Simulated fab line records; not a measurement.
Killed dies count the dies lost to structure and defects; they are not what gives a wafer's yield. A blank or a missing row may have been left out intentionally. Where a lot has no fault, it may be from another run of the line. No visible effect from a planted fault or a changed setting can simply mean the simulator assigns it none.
Chamber matching / flow sky130 / SKY_VIA4_CMP_02 on cmp-01 has 4 sister chambers
The step polishes SiO2. 8 wafers are shown with their chamber, then 8 later ones without.

== EACH WAFER AND ITS CHAMBER ==
wafer=L734.6; chamber=2; motorCurrentA (A)=14.0
wafer=L736.4; chamber=3; motorCurrentA (A)=10.2
wafer=L736.5; chamber=1; motorCurrentA (A)=13.1
wafer=L735.2; chamber=2; motorCurrentA (A)=13.7
wafer=L740.1; chamber=1; motorCurrentA (A)=13.3
wafer=L740.2; chamber=3; motorCurrentA (A)=10.7
wafer=L739.4; chamber=0; motorCurrentA (A)=10.2
wafer=L741.1; chamber=0; motorCurrentA (A)=9.6

== WAFERS MISSING THEIR CHAMBER ==
wafer=L741.2; motorCurrentA (A)=13.8
wafer=L741.5; motorCurrentA (A)=13.8
wafer=L744.1; motorCurrentA (A)=10.6
wafer=L744.2; motorCurrentA (A)=13.5
wafer=L744.6; motorCurrentA (A)=10.0
wafer=L748.4; motorCurrentA (A)=12.6
wafer=L748.5; motorCurrentA (A)=13.2
wafer=L748.6; motorCurrentA (A)=10.4

== THE CHAMBER EACH PASSED THROUGH ==
wafer=L741.2; from the rows above=can't be placed: 2 or 1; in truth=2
wafer=L741.5; from the rows above=can't be placed: 2 or 1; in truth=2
wafer=L744.1; from the rows above=can't be placed: 3 or 0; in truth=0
wafer=L744.2; from the rows above=can't be placed: 1 or 2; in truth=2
wafer=L744.6; from the rows above=can't be placed: 0 or 3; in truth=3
wafer=L748.4; from the rows above=1; in truth=1
wafer=L748.5; from the rows above=1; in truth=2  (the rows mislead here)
wafer=L748.6; from the rows above=can't be placed: 3 or 0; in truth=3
Placed correctly: 1 of 8. Cannot be placed on the basis of these rows: 6; the candidates contain the true chamber in 6. Wrongly placed: 1.
How it was worked out, from the rows above alone: a wafer's distance from a chamber is the root of the sum, over the readings, of the square of ((its reading less the chamber's mean) divided by the reading's scatter). If the next closest chamber is less than 2 further off than the closest, the wafer can't be placed; otherwise it belongs to the closest. A chamber's mean is the mean of its shown wafers. The scatter: take each reading less its chamber's mean, square it, sum over the shown wafers, divide by the number of wafers less the number of chambers, and take the root.
